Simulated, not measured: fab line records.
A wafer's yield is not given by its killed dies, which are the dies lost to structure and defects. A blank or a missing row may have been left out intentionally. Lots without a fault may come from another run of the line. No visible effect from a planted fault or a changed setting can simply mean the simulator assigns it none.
A struck lot beside a sound one | flow gf180mcu | 17 steps out of a route of 602
Sound: the wafers L155.1, L155.5, L155.6. Struck: wafers L167.2, L167.6 (left out: L167.1, a lot-mate that was not struck); the cause follows at the end.
Order at every step that has rows: each side's tool, ch and its chambers, its first start. Under that, the readings that differ: sound wafers | struck wafers | difference of the means | sigmas: that difference in standard deviations of wafers without a fault.
alike: readings whose means differ by less than 2 such deviations, and words and numbers that are the same on both sides. not compared: withheld readings, readings that some wafer has no value for, bounds like >300 that may hide the same value, and numbers for which the record gives no deviation and whose values overlap.
A row with sigmas, a row that says differs or no value, or rows on one side alone: a step with any of these is where the two part. Non-overlapping numbers with no deviation appear without sigmas and do not part them. Lack of a reading on every wafer of one side parts them only where that side has two or more wafers.

first, 2 steps without rows for these wafers: GF_CONTACT_PEB_12 (peb time 90 s); GF_CONTACT_DEVELOP_13 (develop time 60 s).
GF_CONTACT_CD_MEAS_14 targets a cd of 220 nm.
  sound on cd_sem-01, day 17 12:32; struck on cd_sem-02, day 22 07:38
  alike: cd_nm
GF_CONTACT_OVL_MEAS_15:
  sound on overlay-01, day 17 12:39; struck on overlay-02, day 22 07:45
  reading          | sound     | struck | difference | sigmas
  CONTACT_OVL (nm) | -7 -16 -8 | 1 6    | +14        | +2
GF_CONTACT_ETCH_16: etches BARC in N2/H2.
  sound on rie_diel-01 ch 0,1,2, day 17 12:41; struck on rie_diel-04 ch 1,3, day 22 07:47
  alike: chamber_pressure_mTorr, drypump_motor_current_A, oes_product_au, throttle_valve_pct
GF_CONTACT_ETCH_17: etches SiO2 in C4F8/O2/Ar, stops on CoSi2, target depth 860 nm.
  sound: rie_diel-01 ch 0,1,2; struck: rie_diel-04 ch 1,3
  alike: chamber_pressure_mTorr, oes_product_au
then, 4 steps without rows for these wafers: GF_CONTACT_STRIP_18 (strips in O2/N2); GF_CONTACT_CLEAN_19 (cleans in SPM); GF_CONTACT_CLEAN_20 (cleans in DIW); GF_CONTACT_CLEAN_21 (cleans in dHF, time 20 s).
GF_CONTACT_SPUTTER_22: material Ti, target thk 15 nm, time 80.02 s.
  sound on pvd_sputter-01, day 17 13:08; struck on pvd_sputter-02, day 22 08:23
  alike: cathode_dc_power_W, throttle_valve_pct
GF_CONTACT_SPUTTER_23: material TiN, target thk 10 nm, time 40 s.
  sound on pvd_sputter-01, day 17 13:12; struck on pvd_sputter-02, day 22 08:27
  alike: cathode_dc_power_W, throttle_valve_pct
GF_CONTACT_CVD_24: deposits W, target thk 300 nm, time 90.339 s.
  sound on cvd_w-01 ch 0,1, day 17 13:14; struck on cvd_w-01 ch 0, day 22 08:29
  reading                               | sound             | struck    | difference | sigmas
  model.W_of_CONTACT_CVD_24.thk_nm (nm) | 300.3 295.5 298.2 | 271.3 267 | -28.9      |
  alike: chamber_pressure_Torr, heater_power_w
GF_CONTACT_RS_MEAS_25: the measuring method here is four-point-probe.
  sound on film_metro-03, day 17 13:20; struck on film_metro-03, day 22 08:35
  reading               | sound             | struck      | difference | sigmas
  CONTACT_W_RS (ohm/sq) | 0.382 0.387 0.385 | 0.423 0.430 | +0.042     | +9
GF_CONTACT_THK_MEAS_26: measures by xrf.
  sound on film_metro-03, day 17 13:28; struck on film_metro-03, day 22 08:43
  reading            | sound       | struck  | difference | sigmas
  CONTACT_W_THK (nm) | 297 293 295 | 272 267 | -26        | -6
GF_CONTACT_CMP_27: polishes, stops on SiO2, t overpolish 15 s, target thk 0 nm.
  sound on cmp-01 ch 0,1, day 17 13:38; struck on cmp-02 ch 0,3, day 22 08:46
  alike: head_pressure_psi, motor_current_A, platen_rpm
then, 1 step without rows for these wafers: GF_PASSIVATION_PROBE_99.

== WHERE THEY PART ==
Last at GF_CONTACT_THK_MEAS_26 as far as this record goes, first at GF_CONTACT_OVL_MEAS_15. Later steps at which nothing parts them and some readings are alike: GF_CONTACT_CMP_27.

WHY: whatever the simulator had introduced
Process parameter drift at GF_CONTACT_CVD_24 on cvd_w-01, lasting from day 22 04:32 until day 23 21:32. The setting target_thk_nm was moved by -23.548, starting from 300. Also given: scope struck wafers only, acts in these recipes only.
